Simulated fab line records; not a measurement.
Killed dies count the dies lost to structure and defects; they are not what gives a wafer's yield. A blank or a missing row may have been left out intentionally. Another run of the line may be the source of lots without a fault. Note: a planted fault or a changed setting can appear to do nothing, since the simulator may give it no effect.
Which of the tools did it?	flow sky130	Sampling: 10 lots, 30 wafers, 3 of 708 route steps

WHAT EACH GAUGE READ, for each wafer
SKY_VIA2_RS_MEAS_22: a four-point-probe measurement.
lot	measured	on	VIA2_W_RS (ohm/sq)
L108	day 36 18:22	film metro-02	0.274 0.270 0.275
L111	day 37 07:38	film metro-03	0.271 0.269 0.273
L110	day 37 07:55	film metro-04	0.273 0.270 0.267
L112	day 37 15:26	film metro-03	0.268 0.271 0.272
L115	day 38 13:09	film metro-04	0.275 0.273 0.273
L116	day 38 21:39	film metro-03	0.272 0.266 0.275
L118	day 39 12:28	film metro-04	0.272 0.272 0.269
L120	day 40 03:26	film metro-04	0.273 0.275 0.273
L123	day 41 00:33	film metro-03	0.237 0.240 0.239 0.237 0.240 0.238
L131	day 42 22:08	film metro-03	0.265 0.269 0.265

WHAT TOOL EACH LOT RAN ON (gives the tool, then ch and the chambers of the sampled wafers, and finally the start)
lot	SKY_VIA2_STRIP_16	SKY_VIA2_CVD_21
L108	plasma asher-04 ch 0,1, day 36 17:27	cvd w-01 ch 0,1, day 36 18:14
L111	plasma asher-02 ch 0,1, day 37 06:25	cvd w-01 ch 0,1, day 37 07:31
L110	plasma asher-04 ch 0,1, day 37 07:03	cvd w-01 ch 0,1, day 37 07:47
L112	plasma asher-02 ch 0,1, day 37 14:25	cvd w-02 ch 1, day 37 15:13
L115	plasma asher-01 ch 0,1, day 38 12:21	cvd w-02 ch 1, day 38 13:00
L116	plasma asher-04 ch 0,1, day 38 20:51	cvd w-01 ch 0,1, day 38 21:31
L118	plasma asher-01 ch 0,1, day 39 11:41	cvd w-02 ch 0,1, day 39 12:20
L120	plasma asher-04 ch 0,1, day 40 02:36	cvd w-01 ch 0, day 40 03:17
L123	plasma asher-04 ch 0,1, day 40 23:46	cvd w-01 ch 0, day 41 00:25
L131	plasma asher-02 ch 0,1, day 42 21:21	cvd w-02 ch 0,1, day 42 22:01
- SKY_VIA2_STRIP_16: strips in O2/N2.
- SKY_VIA2_CVD_21: deposits W, target thk 420 nm, time 126.4 s.

THE ANSWER, worked out from the rows above alone
Rule: the lots themselves supply what counts as usual. The widest of any qualifying gaps counts: lots, ordered by their means at a reading, are off when they make up no more than a third of the lots, leave a main group of 4 or more, and stand apart from it by 3 or more times the standard deviation of that group's means. A main group is skipped when, at the precision printed for the reading in the tables above, its means are all equal. Also off: a lot with no number at a reading for which 4 or more lots have one. All remaining lots with rows at the step are treated as sound.
Off: L123, seen at SKY_VIA2_RS_MEAS_22 (VIA2_W_RS). Mean 0.271 ohm/sq and standard deviation 0.0021 in the main group.
If a tool, at a process step before that reading, ran all the lots that are off and no sound lot after the first of them, it fits. The gauges at SKY_VIA2_RS_MEAS_22 are tried like those tools. This does not decide it: 2 tools fit, namely plasma asher-04 at SKY_VIA2_STRIP_16 and cvd w-01 at SKY_VIA2_CVD_21.

WHAT THE SIMULATOR HAD PUT IN
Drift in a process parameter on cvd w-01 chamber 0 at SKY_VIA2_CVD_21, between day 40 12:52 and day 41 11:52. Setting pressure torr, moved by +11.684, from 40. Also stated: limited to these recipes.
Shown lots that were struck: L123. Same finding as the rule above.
